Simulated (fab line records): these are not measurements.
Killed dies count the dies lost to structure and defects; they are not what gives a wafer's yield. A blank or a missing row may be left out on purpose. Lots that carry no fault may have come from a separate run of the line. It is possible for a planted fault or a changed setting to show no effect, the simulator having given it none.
Struck lot and sound lot, side by side	flow sky130	17 out of 708 route steps
Sound: the wafers L867.2, L867.4, L867.6. Struck: wafer L872.1; the same lot's L872.3 was not struck, so it is left out; see the end for the cause.
For every step that has rows: the tool of each side, followed by ch and its chambers, followed by its first start. Under that, the readings that differ: sound wafers	struck wafers	difference of the means	sigmas: that difference in standard deviations of wafers without a fault.
alike: a reading whose means differ by less than 2 such deviations, as well as words and numbers matching on both sides. not compared: withheld readings; readings where some wafer has no value; bounds like >300 that might hide an equal value; numbers whose values overlap and for which the record gives no deviation.
The two part at a step that has a row with sigmas, a row that says differs or no value, or rows on one side only. When numbers do not overlap yet have no deviation, they are printed without sigmas and do not part them. Lack of a reading on every wafer of one side parts them only where that side has two or more wafers.

SKY_VT_ADJUST_LVTN_OVL_MEAS_07:
  sound: overlay-02 at day 9 17:58; struck: overlay-01 at day 11 14:37
  alike: VT_ADJUST_LVTN_OVL
next, for these wafers, 1 step has no rows: SKY_VT_ADJUST_LVTN_IMPLANT_08.
SKY_VT_ADJUST_LVTN_STRIP_09: strips in O2/N2.
  sound on plasma_asher-01 ch 0,1, day 9 18:09; struck on plasma_asher-02 ch 1, day 11 14:47
reading	sound	struck	difference	sigmas
oes_product_au (a.u.)	0.715 0.724 0.722	0.710	-0.010	-2
  alike: drypump_motor_current_A, strip_time_to_endpoint_s
  not compared: rf_hours_counter_h
SKY_VT_ADJUST_LVTN_TW_MEAS_10:
  sound: film_metro-02 at day 9 18:16; struck: film_metro-02 at day 11 14:53
  alike: VT_ADJUST_LVTN_TW
then, 7 steps without rows for these wafers: SKY_VT_ADJUST_LVTN_DEHYDRATE_11 (time 60 s); SKY_VT_ADJUST_LVTN_HMDS_12 (prime time 60 s); SKY_VT_ADJUST_LVTN_COAT_13 (resist thk 1140 nm); SKY_VT_ADJUST_LVTN_SOFTBAKE_14 (time 60 s); SKY_VT_ADJUST_LVTN_EXPOSE_15 (exposes mask HVN STD DERIVED, target cd 600 nm); SKY_VT_ADJUST_LVTN_PEB_16; SKY_VT_ADJUST_LVTN_DEVELOP_17 (develop time 60 s).
SKY_VT_ADJUST_LVTN_OVL_MEAS_18:
  sound: overlay-02 at day 10 16:58; struck: overlay-02 at day 12 14:11
  alike: VT_ADJUST_LVTN_01_OVL
SKY_VT_ADJUST_LVTN_IMPLANT_19:
  sound on implanter-01 ch 0, day 10 17:01; struck on implanter-01 ch 0, day 12 14:14
  alike: beam_on_s, faraday_current_uA
SKY_VT_ADJUST_LVTN_STRIP_20: strips in O2/N2.
  sound on plasma_asher-02 ch 0,1, day 10 17:09; struck on plasma_asher-02 ch 0, day 12 14:23
  alike: drypump_motor_current_A, oes_product_au, strip_time_to_endpoint_s
  not compared: rf_hours_counter_h
SKY_VT_ADJUST_LVTN_TW_MEAS_21:
  sound: film_metro-04 at day 10 17:16; struck: film_metro-02 at day 12 14:29
reading	sound	struck	difference	sigmas
VT_ADJUST_LVTN_2_TW	184.2 183.3 183.9	177.2	-6.6	-3
then, 1 step without rows for these wafers: SKY_VT_ADJUST_NCORE_DEHYDRATE_00 (time 60 s).
-- record jumps: 37 days separate the struck wafers' starts on either side; left off in module VT_ADJUST_NCORE, taken up again in module PAD_OPEN, whose first shown step is the route's number 708 --
SKY_PAD_OPEN_PROBE_99:
  sound: prober-02 at day 48 15:11; struck: prober-02 at day 49 18:39
reading	sound	struck	difference	sigmas
model.etest.res_pwell_under_gate.rs_ohm_sq	2280 2263 2262	2328	+60	
model.etest.res_pwell_under_gate.rs_ohm_sq_range	57.15 77.16 57.19	54.34	-9.49	
model.etest.nfet_g5v0d10v5.body_rise_v (V)	0.6978 0.6903 0.682	0.6479	-0.0421	
model.etest.nfet_16v.body_rise_v (V)	0.6925 0.6836 0.676	0.6427	-0.0413	
model.etest.nfet_g5v0d10v5.vt_sat_v (V)	0.7767 0.7757 0.7699	0.736	-0.038	
model.etest.nfet_g5v0d10v5.vt_v (V)	0.8409 0.8364 0.8302	0.8001	-0.0357	
model.etest.nfet_g5v0d10v5.vt_v_range	0.01417 0.01925 0.01244	0.03207	+0.01678	
  alike: killed_at_M0_to_M3, killed_at_M4_up, killed_at_contacts, killed_at_front_end, killed_at_other, killed_dies, killed_open, killed_short
  not compared: model.etest.tip_n_5v.rs_ohm_sq_range

## WHERE THEY PART
Earliest at SKY_VT_ADJUST_LVTN_STRIP_09; latest, in this record, at SKY_VT_ADJUST_LVTN_TW_MEAS_21. Later steps at which nothing parts them and some readings are alike: SKY_PAD_OPEN_PROBE_99.

WHY: the cause the simulator had injected
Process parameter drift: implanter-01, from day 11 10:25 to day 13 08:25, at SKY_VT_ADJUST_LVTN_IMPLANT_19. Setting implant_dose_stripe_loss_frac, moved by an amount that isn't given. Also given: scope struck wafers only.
